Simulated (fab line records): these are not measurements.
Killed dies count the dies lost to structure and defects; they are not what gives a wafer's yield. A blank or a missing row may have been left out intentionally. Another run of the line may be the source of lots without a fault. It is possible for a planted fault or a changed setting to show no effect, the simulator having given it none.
Split-lot experiment	flow sky130	route with 708 steps; 5 lots, 23 wafers read

ON THE SPLIT
At SKY_VT_ADJUST_HVTR_IMPLANT_09, the setting doseCm2 was moved away from the recipe's 2.1e+12 on 8 of the 23 wafers read, by -6.7% to +7.0%. The other wafers ran this setting at the recipe's value.

THE PATH FROM SPLIT TO READING: the file shows 1 step between them
- SKY_VT_ADJUST_HVTR_STRIP_10: strips in O2/N2

THE READING
VT_ADJUST_HVTR_TW, at SKY_VT_ADJUST_HVTR_TW_MEAS_11. Typical for fault-free wafers on this fab line: 211.3, with standard deviation 1.1.

wafer	tool, chamber at the split	doseCm2 as run	against the recipe	VT_ADJUST_HVTR_TW	against lot-mates on the recipe
L074.1	implanter-01, 0	2.1e+12	recipe	209.0	-
L074.4	implanter-01, 0	2.1e+12	recipe	210.3	-
L074.5	implanter-01, 0	2.1e+12	recipe	208.7	-
L077.1	implanter-01, 0	2.05e+12	-2.4%	210.3	-0.9
L077.2	implanter-01, 0	2.1e+12	recipe	210.4	-
L077.3	implanter-01, 0	2.05e+12	-2.4%	209.5	-1.8
L077.4	implanter-01, 0	2.05e+12	-2.4%	212.5	+1.2
L077.6	implanter-01, 0	2.1e+12	recipe	212.1	-
L078.1	implanter-04, 0	2.1e+12	recipe	212.1	-
L078.2	implanter-04, 0	2.246e+12	+7.0%	215.5	+4.2
L078.3	implanter-04, 0	2.1e+12	recipe	210.5	-
L078.4	implanter-04, 0	2.246e+12	+7.0%	216.8	+5.5
L078.5	implanter-04, 0	2.246e+12	+7.0%	215.4	+4.1
L082.1	implanter-01, 0	2.1e+12	recipe	210.8	-
L082.2	implanter-01, 0	1.96e+12	-6.7%	206.6	-4.2
L082.3	implanter-01, 0	1.96e+12	-6.7%	206.3	-4.5
L082.4	implanter-01, 0	2.1e+12	recipe	211.1	-
L082.5	implanter-01, 0	2.1e+12	recipe	210.5	-
L083.1	implanter-04, 0	2.1e+12	recipe	212.0	-
L083.2	implanter-04, 0	2.1e+12	recipe	211.7	-
L083.4	implanter-04, 0	2.1e+12	recipe	212.0	-
L083.5	implanter-04, 0	2.1e+12	recipe	212.0	-
L083.6	implanter-04, 0	2.1e+12	recipe	211.0	-

FIT RESULTS
A straight line over all 23 wafers: VT_ADJUST_HVTR_TW changes by +0.656 for each +1% of doseCm2; r = +0.89; the points scatter about the line by 1.1.
The same after taking each lot's own level away (the mean of its wafers on the recipe; 23 wafers): +0.627 for each +1%; r = +0.94; scatter 0.82.
The reading moves by 4.4 for the largest change in doseCm2, on that fit.
The span of the lots' own levels, 209.33 to 211.74, comes to 2.2 times the standard deviation stated above.
Consequently the slope shifts little with the lot-to-lot level, the two slopes agreeing.
Check: +4.6 against its lot-mates is what the line predicts for one of the wafers moved furthest among these (+7.0%) when that wafer is left out of the fit. Against them it came out at +4.2.

FURTHER SPLITS ON THESE WAFERS
Other splits were also applied to these wafers ahead of the reading. Each is held against what the fit with the lots' levels taken away leaves over:
other split on the same wafers	wafers away from the commonest value	r with VT_ADJUST_HVTR_TW (lot level and that fit taken away)
SKY_VT_ADJUST_NCORE_EXPOSE_04 doseMj	8	-0.10
SKY_VT_ADJUST_HVTR_COAT_02 spinRpm	10	+0.37

FILE'S OWN FIT
VT_ADJUST_HVTR_TW changes by +0.631 for each +1% of doseCm2, r = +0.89.
